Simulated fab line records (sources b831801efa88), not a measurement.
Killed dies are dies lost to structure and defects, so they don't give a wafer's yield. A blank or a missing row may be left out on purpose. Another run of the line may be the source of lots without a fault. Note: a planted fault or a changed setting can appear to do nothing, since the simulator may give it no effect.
Which tool did it?    flow gf180mcu    12 lots with 36 wafers sampled at 3 steps, on a route of 602 steps

== WHAT THE GAUGES READ, wafer by wafer ==
GF_V5_THK_MEAS_25: measures by xrf. Usual: V5_W_THK typically reads 346 nm, with standard deviation 6.8.
lot   measured      on            V5_W_THK (nm)  flag
L809  day 27 02:12  filmMetro-01  347 350 343    
L811  day 27 15:46  filmMetro-01  350 338 346    
L815  day 28 17:00  filmMetro-01  351 354 352    
L816  day 29 04:32  filmMetro-01  347 345 349    
L817  day 29 12:27  filmMetro-02  346 347 343    
L818  day 29 23:09  filmMetro-03  354 358 344    
L819  day 29 23:29  filmMetro-03  352 351 352    
L820  day 30 06:44  filmMetro-01  341 345 348    
L825  day 31 19:02  filmMetro-03  351 356 354    
L829  day 32 14:49  filmMetro-02  334 334 332    
L831  day 32 23:40  filmMetro-03  351 349 352    
L832  day 33 09:55  filmMetro-03  348 343 341    

== EACH LOT AND THE TOOL THAT RAN IT (in order: tool; ch and the chambers of the sampled wafers; start) ==
lot   GF_M1_STRIP_17                       GF_V5_SPUTTER_21
L809  plasmaAsher-02 ch 0,1, day 16 20:15  pvdSputter-04, day 27 01:52
L811  plasmaAsher-03 ch 0,1, day 17 13:02  pvdSputter-02, day 27 15:26
L815  plasmaAsher-04 ch 0,1, day 18 19:49  pvdSputter-02, day 28 16:38
L816  plasmaAsher-02 ch 0,1, day 19 11:18  pvdSputter-01, day 29 04:12
L817  plasmaAsher-02 ch 0,1, day 19 22:07  pvdSputter-04, day 29 12:06
L818  plasmaAsher-02 ch 0,1, day 20 11:55  pvdSputter-04, day 29 22:48
L819  plasmaAsher-02 ch 0,1, day 20 12:50  pvdSputter-04, day 29 23:09
L820  plasmaAsher-02 ch 0,1, day 20 19:26  pvdSputter-01, day 30 06:23
L825  plasmaAsher-04 ch 0,1, day 22 21:30  pvdSputter-02, day 31 18:42
L829  plasmaAsher-02 ch 0,1, day 23 23:41  pvdSputter-02, day 32 14:28
L831  plasmaAsher-02 ch 0,1, day 24 11:14  pvdSputter-04, day 32 23:20
L832  plasmaAsher-02 ch 0,1, day 24 23:34  pvdSputter-02, day 33 09:34
- GF_M1_STRIP_17: strips in O2/N2.
- GF_V5_SPUTTER_21: material Ti, target thk 15 nm, time 80.02 s.

== WHAT THE TOOLS THEMSELVES READ (means of the sampled wafers that have a number; where no wafer has one, the mark that the record gives instead) ==
GF_M1_STRIP_17. Usual: drypumpMotorCurrentA 5.7 A, standard deviation 0.33; heaterPowerW 319 W, standard deviation 23; oesProductAu 0.557 a.u., standard deviation 0.0052; stripTimeToEndpointS 7.86 s, standard deviation 0.04.
lot   tool            drypumpMotorCurrentA (A)  heaterPowerW (W)  oesProductAu (a.u.)  stripTimeToEndpointS (s)  flag
L809  plasmaAsher-02  5.5                       297               0.561                7.86                      
L811  plasmaAsher-03  5.9                       342               0.558                7.88                      
L815  plasmaAsher-04  5.8                       324               0.562                7.91                      
L816  plasmaAsher-02  5.5                       300               0.563                7.91                      
L817  plasmaAsher-02  5.5                       302               0.557                7.85                      
L818  plasmaAsher-02  5.5                       300               0.557                7.90                      
L819  plasmaAsher-02  5.5                       298               0.552                7.84                      
L820  plasmaAsher-02  5.5                       301               0.560                7.91                      
L825  plasmaAsher-04  5.8                       322               0.556                7.86                      
L829  plasmaAsher-02  5.5                       301               0.557                7.89                      
L831  plasmaAsher-02  5.8                       310               0.559                7.82                      
L832  plasmaAsher-02  5.5                       296               0.557                7.88                      

GF_V5_SPUTTER_21. Usual: throttleValvePct at 30.4 %, with a standard deviation of 0.69.
lot   tool           throttleValvePct (%)  flag
L809  pvdSputter-04  30.4                  
L811  pvdSputter-02  29.9                  
L815  pvdSputter-02  29.3                  
L816  pvdSputter-01  30.5                  
L817  pvdSputter-04  30.5                  
L818  pvdSputter-04  30.1                  
L819  pvdSputter-04  30.6                  
L820  pvdSputter-01  30.2                  
L825  pvdSputter-02  30.7                  
L829  pvdSputter-02  29.8                  
L831  pvdSputter-04  30.9                  
L832  pvdSputter-02  30.0                  

== THE ANSWER, worked out from the rows above alone ==
Rule: a lot is off if the mean of its wafers that have a number lies more than 3 standard deviations from the usual mean. A lot without any number at a reading at which 4 lots or more have one is off too. Where the step has rows for the other lots, those lots are counted as sound. The gauges are gone through in route order, then the tools' own readings, and for those a lot's mean is taken as printed above. At the first step where some lot is off, the reading lying furthest off is the one used; lots without a number count as furthest.
Across all readings shown, no lot is off: no conclusion can be drawn from this.

== WHAT WAS PUT IN BY THE SIMULATOR ==
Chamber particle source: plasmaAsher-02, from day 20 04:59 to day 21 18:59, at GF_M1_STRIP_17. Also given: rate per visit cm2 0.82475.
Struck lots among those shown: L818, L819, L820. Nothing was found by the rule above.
